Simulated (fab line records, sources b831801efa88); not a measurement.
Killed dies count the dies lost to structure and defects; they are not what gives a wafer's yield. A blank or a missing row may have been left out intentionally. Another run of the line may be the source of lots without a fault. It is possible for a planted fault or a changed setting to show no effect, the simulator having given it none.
A struck lot beside a sound one    flow sky130    17 steps out of a route of 708
Sound: these wafers, L323.2, L323.3, L323.6. The struck wafers were L314.1, L314.3, L314.5. The cause is named last.
Order at every step that has rows: each side's tool, ch and its chambers, its first start. Under that, the readings that differ: sound wafers    struck wafers    difference of the means    sigmas: that difference in standard deviations of wafers without a fault.
alike: same words and numbers on both sides, and readings whose means sit less than 2 such deviations apart. not compared: any withheld reading, any reading some wafer has no value for, any bound like >300 that may hide the same value, and any number with overlapping values for which the record gives no deviation.
A row with sigmas, a row that says differs or no value, or rows on one side alone: a step with any of these is where the two part. When numbers do not overlap yet have no deviation, they are printed without sigmas and do not part them. A reading that every wafer of one side lacks parts them only if that side has two wafers or more.

first, 3 steps without rows for these wafers: SKY_VIA1_EXPOSE_09 (exposes mask VIM, target cd 150 nm); SKY_VIA1_PEB_10; SKY_VIA1_DEVELOP_11 (develop time 60 s).
SKY_VIA1_CD_MEAS_12: target cd 150 nm.
  sound on cd sem-01 at day 40 05:55; struck on cd sem-01 at day 37 02:54
  alike: cd nm
SKY_VIA1_OVL_MEAS_13:
  sound on overlay-01 at day 40 06:01; struck on overlay-02 at day 37 03:01
  alike: VIA1_OVL
SKY_VIA1_ETCH_14: etches BARC in N2/H2, stops on SiO2, time 45.9 s, target depth 60 nm.
  sound on rie diel-03 ch 0,2,3, day 40 06:03; struck on rie diel-01 ch 0,1,3, day 37 03:03
  alike: drypump motor current A, oes product au, throttle valve pct
  not compared: rf hours counter h
SKY_VIA1_ETCH_15: etches SiO2 in C4F8/O2/Ar, stops on TiN, target depth 351 nm, time 54 s.
  sound on rie diel-03 ch 0,2,3, day 40 06:06; struck on rie diel-01 ch 0,1,3, day 37 03:06
  alike: oes product au
  not compared: rf hours counter h
SKY_VIA1_STRIP_16: strips in O2/N2.
  sound on plasma asher-01 ch 0,1, day 40 06:08; struck on plasma asher-03 ch 0, day 37 03:08
  alike: drypump motor current A, o2 flow sccm, oes product au, strip time to endpoint s
  not compared: rf hours counter h
then, 3 steps without rows for these wafers: SKY_VIA1_STRIP_17 (strips in post etch residue remover, time 1200 s); SKY_VIA1_CLEAN_18 (cleans in IPA, time 180 s); SKY_VIA1_CLEAN_19 (cleans in O3/DIW).
SKY_VIA1_SPUTTER_20: material TiN, target thk 20 nm, time 80 s.
  sound on pvd sputter-01 at day 40 06:46; struck on pvd sputter-01 at day 37 03:44
  alike: chamber pressure pa, throttle valve pct
SKY_VIA1_CVD_21: deposits W, target thk 270 nm, time 80.902 s.
  sound on cvd w-01 ch 0,1, day 40 06:50; struck on cvd w-01 ch 1, day 37 03:48
reading                             sound              struck             difference  sigmas
model.W_of_VIA1_CVD_21.thk nm (nm)  263.9 268.3 267.5  361.1 359.6 360.8  +93.9       
  alike: heater power w
SKY_VIA1_RS_MEAS_22: measures by four-point-probe.
  sound on film metro-04 at day 40 06:57; struck on film metro-02 at day 37 03:53
reading             sound              struck             difference  sigmas
VIA1_W_RS (ohm/sq)  0.437 0.430 0.431  0.317 0.319 0.319  -0.114      -27
SKY_VIA1_THK_MEAS_23: measures by xrf.
  sound on film metro-04 at day 40 07:04; struck on film metro-02 at day 37 04:01
reading          sound        struck       difference  sigmas
VIA1_W_THK (nm)  268 272 272  368 369 369  +98         +32
SKY_VIA1_CMP_24: polishes, stops on SiO2, t overpolish 15 s, target thk 0 nm.
  sound on cmp-02 ch 1,3, day 40 07:07; struck on cmp-01 ch 0,2,3, day 37 04:07
reading                 sound     struck    difference  sigmas
time to endpoint s (s)  63 70 67  85 92 89  +22         +7
  alike: motor current A, slurry filter dp kPa
SKY_METAL2_SPUTTER_00: material Ti, target thk 15 nm, time 10 s.
  sound on pvd sputter-03 at day 40 07:25; struck on pvd sputter-02 at day 37 04:22
  alike: chamber pressure pa, throttle valve pct

WHERE THEY PART
Last at SKY_VIA1_CMP_24 as far as this record goes, first at SKY_VIA1_RS_MEAS_22. Later steps at which nothing parts them and some readings are alike: SKY_METAL2_SPUTTER_00.

WHY: what the simulator had put in
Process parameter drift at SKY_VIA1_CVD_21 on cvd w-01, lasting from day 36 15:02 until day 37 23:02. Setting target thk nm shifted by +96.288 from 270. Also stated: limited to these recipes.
